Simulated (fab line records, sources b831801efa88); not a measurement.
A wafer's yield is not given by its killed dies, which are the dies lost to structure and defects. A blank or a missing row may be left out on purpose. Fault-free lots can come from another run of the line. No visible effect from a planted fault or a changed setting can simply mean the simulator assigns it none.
Which tool is to blame? -- flow sky130 -- 39 wafers from 13 lots sampled at 4 of the route's 708 steps

## WHAT THE GAUGES SHOWED, per wafer
SKY_METAL2_CD_MEAS_15: the cd target is 140 nm.
lot,measured,on,cd_nm (nm)
L455,day 34 13:16,cd_sem-02,140.4 139.9 140.5
L456,day 35 12:34,cd_sem-01,137.7 137.2 137.3
L457,day 36 07:23,cd_sem-02,140.7 140.4 142.0
L459,day 36 11:24,cd_sem-02,139.5 140.1 140.7
L458,day 36 15:05,cd_sem-01,141.3 141.9 143.3
L463,day 38 02:06,cd_sem-02,142.2 143.8 143.4
L462,day 38 06:52,cd_sem-02,139.0 139.2 139.2
L469,day 40 05:55,cd_sem-01,140.7 140.8 140.2
L472,day 40 09:24,cd_sem-01,142.4 141.5 141.4
L474,day 41 01:19,cd_sem-01,139.1 136.6 139.4
L476,day 41 11:46,cd_sem-01,139.0 139.1 139.1
L477,day 41 16:50,cd_sem-02,139.1 139.1 139.3
L478,day 42 05:59,cd_sem-02,139.6 140.6 139.9

SKY_VIA2_THK_MEAS_01.
lot,measured,on,VIA2_HDPCVD_THK (nm)
L455,day 34 14:22,film_metro-04,1170 1177 1168
L456,day 35 13:38,film_metro-02,1175 1165 1169
L457,day 36 08:26,film_metro-02,1167 1173 1187
L459,day 36 12:27,film_metro-04,1188 1181 1185
L458,day 36 16:08,film_metro-02,1191 1194 1184
L463,day 38 03:20,film_metro-02,2143 2169 2155 2144 2168 2153
L462,day 38 07:55,film_metro-03,2159 2154 2147 2162 2154 2146
L469,day 40 07:01,film_metro-04,1173 1160 1163
L472,day 40 10:29,film_metro-04,1177 1166 1164
L474,day 41 02:23,film_metro-02,1170 1168 1180
L476,day 41 12:51,film_metro-03,1175 1167 1162
L477,day 41 17:54,film_metro-04,1172 1194 1178
L478,day 42 07:02,film_metro-02,1166 1186 1169

## EACH LOT AND THE TOOL THAT RAN IT (in order: tool; ch and the chambers of the sampled wafers; start)
lot,SKY_METAL2_DESCUM_17,SKY_VIA2_HDPCVD_00
L455,"rie_metal-04 ch 0,1, day 34 13:25","hdpcvd-01 ch 0,2, day 34 14:14"
L456,"rie_metal-03 ch 0,1, day 35 12:43","hdpcvd-01 ch 1,2, day 35 13:30"
L457,"rie_metal-03 ch 0,1, day 36 07:31","hdpcvd-02 ch 0,1,2, day 36 08:17"
L459,"rie_metal-04 ch 0, day 36 11:32","hdpcvd-02 ch 0,1,2, day 36 12:19"
L458,"rie_metal-01 ch 0,1, day 36 15:14","hdpcvd-02 ch 0,1, day 36 16:01"
L463,"rie_metal-03 ch 0, day 38 02:15","hdpcvd-02 ch 0,2, day 38 03:12"
L462,"rie_metal-01 ch 0,1, day 38 07:01","hdpcvd-02 ch 0,1,2, day 38 07:48"
L469,"rie_metal-01 ch 0,1, day 40 06:04","hdpcvd-01 ch 0,1, day 40 06:53"
L472,"rie_metal-03 ch 0,1, day 40 09:32","hdpcvd-01 ch 1,2, day 40 10:22"
L474,"rie_metal-03 ch 0,1, day 41 01:28","hdpcvd-01 ch 0,1, day 41 02:15"
L476,"rie_metal-03 ch 0,1, day 41 11:54","hdpcvd-01 ch 0,1, day 41 12:42"
L477,"rie_metal-03 ch 0,1, day 41 16:59","hdpcvd-02 ch 0,2, day 41 17:46"
L478,"rie_metal-03 ch 0,1, day 42 06:07","hdpcvd-02 ch 1,2, day 42 06:55"
- SKY_METAL2_DESCUM_17: chemistry O2, time 8 s.
- SKY_VIA2_HDPCVD_00: deposits SiO2, target thk 1180 nm, time 196.7 s.

## WHAT THE TOOLS THEMSELVES READ (means of the sampled wafers that have a number; where no wafer has one, the mark that the record gives instead)
SKY_METAL2_DESCUM_17.
lot,tool,drypump_motor_current_A (A),oes_product_au (a.u.)
L455,rie_metal-04,6.1,1.009
L456,rie_metal-03,6.2,0.999
L457,rie_metal-03,6.2,1.004
L459,rie_metal-04,5.8,1.017
L458,rie_metal-01,5.4,1.003
L463,rie_metal-03,6.6,0.988
L462,rie_metal-01,5.4,0.997
L469,rie_metal-01,5.4,0.989
L472,rie_metal-03,6.2,0.994
L474,rie_metal-03,6.0,0.998
L476,rie_metal-03,6.0,1.000
L477,rie_metal-03,6.3,1.003
L478,rie_metal-03,6.2,0.992

SKY_VIA2_HDPCVD_00.
lot,tool,sih4_flow_sccm (sccm)
L455,hdpcvd-01,60.01
L456,hdpcvd-01,60.08
L457,hdpcvd-02,60.09
L459,hdpcvd-02,60.06
L458,hdpcvd-02,59.97
L463,hdpcvd-02,59.89
L462,hdpcvd-02,60.00
L469,hdpcvd-01,60.06
L472,hdpcvd-01,59.92
L474,hdpcvd-01,59.86
L476,hdpcvd-01,59.90
L477,hdpcvd-02,60.04
L478,hdpcvd-02,60.12

## THE ANSWER, worked out from the rows above alone
Rule: what is usual is taken from the lots themselves. Put in order of their means at a reading, lots are off if they are a third of the lots or fewer, leave a main group of 4 or more, and stand apart from it by a gap of 3 or more times the standard deviation of the main group's means; of several such gaps the widest counts. Not used: any main group whose means are identical at the precision the tables above print for the reading. Also off: a lot with no number at a reading for which 4 or more lots have one. All remaining lots with rows at the step are treated as sound. The gauges are gone through in route order, then the tools' own readings, and for those a lot's mean is taken as printed above. At the first step where some lot is off, the reading lying furthest off is the one used; lots without a number count as furthest.
Off: L463, L462, at SKY_VIA2_THK_MEAS_01 (VIA2_HDPCVD_THK). The main group has a mean of 1175 nm with a standard deviation of 7.2.
A tool fits if, at a process step before that reading, it ran every lot that is off, and no sound lot after the first of them. Those tools and the gauges at SKY_VIA2_THK_MEAS_01 are tried in the same way. No candidate that was tried fits.

## WHAT WAS PUT IN BY THE SIMULATOR
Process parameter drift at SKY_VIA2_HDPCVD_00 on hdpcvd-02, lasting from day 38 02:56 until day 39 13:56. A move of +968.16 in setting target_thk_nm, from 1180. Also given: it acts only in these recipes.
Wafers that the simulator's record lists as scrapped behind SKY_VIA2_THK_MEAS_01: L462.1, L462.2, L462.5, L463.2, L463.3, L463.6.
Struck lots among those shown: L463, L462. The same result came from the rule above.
